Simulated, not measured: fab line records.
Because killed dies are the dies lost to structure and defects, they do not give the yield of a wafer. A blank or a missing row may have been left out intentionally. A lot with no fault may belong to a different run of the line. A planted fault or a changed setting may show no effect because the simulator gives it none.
Chamber matching | flow sky130 | SKY_METAL3_ETCH_17 on rie-diel-04 has 3 sister chambers
The step etches SiO2 in C4F8/O2/Ar, stops on TiN, time 3.9 s, target depth 15 nm. 20 wafers are shown with their chamber, then 7 later ones without.

## WAFERS, EACH WITH ITS CHAMBER
wafer  | chamber | oes-product-au (a.u.)
L075.1 | 2       | 0.745
L075.2 | 1       | 0.760
L075.3 | 0       | 0.758
L078.4 | 2       | 0.772
L078.5 | 1       | 0.757
L078.6 | 0       | 0.755
L077.2 | 2       | 0.761
L077.3 | 1       | 0.748
L077.5 | 2       | 0.769
L079.1 | 1       | 0.741
L079.2 | 2       | 0.756
L079.5 | 0       | 0.752
L081.2 | 2       | 0.751
L081.5 | 1       | 0.762
L081.6 | 2       | 0.757
L086.2 | 0       | 0.757
L086.3 | 1       | 0.752
L086.6 | 2       | 0.759
L090.1 | 0       | 0.748
L090.2 | 1       | 0.747

SIGNATURES (averages over the wafers above)
reading        | chamber 0 | chamber 1 | chamber 2 | scatter within a chamber
oes-product-au | 0.75400   | 0.75243   | 0.75875   | 0.00752
Rule: a wafer's distance from a chamber is the root of the sum, over the readings, of the square of ((its reading less the chamber's mean) divided by the reading's scatter). The wafer belongs to the nearest chamber; if the next one is less than 2 further off, it can't be placed. The scatter is the square root of a quotient: the sum, over the shown wafers, of each reading's squared deviation from its chamber's mean, divided by wafers minus chambers.

## WAFERS WITH NO CHAMBER GIVEN
wafer  | oes-product-au (a.u.)
L090.6 | 0.758
L091.4 | 0.758
L091.5 | 0.761
L094.4 | 0.763
L094.5 | 0.761
L096.3 | 0.755
L096.5 | 0.756

## WHICH CHAMBER EACH WENT THROUGH
wafer  | from the rows above          | in truth
L090.6 | can't be placed: 2 or 0 or 1 | 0
L091.4 | can't be placed: 2 or 0 or 1 | 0
L091.5 | can't be placed: 2 or 0 or 1 | 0
L094.4 | can't be placed: 2 or 0 or 1 | 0
L094.5 | can't be placed: 2 or 0 or 1 | 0
L096.3 | can't be placed: 0 or 1 or 2 | 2
L096.5 | can't be placed: 0 or 2 or 1 | 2
Correct placement for 0 of the 7. Cannot be placed on the basis of these rows: 7; the candidates contain the true chamber in 7. Placed wrongly: 0.
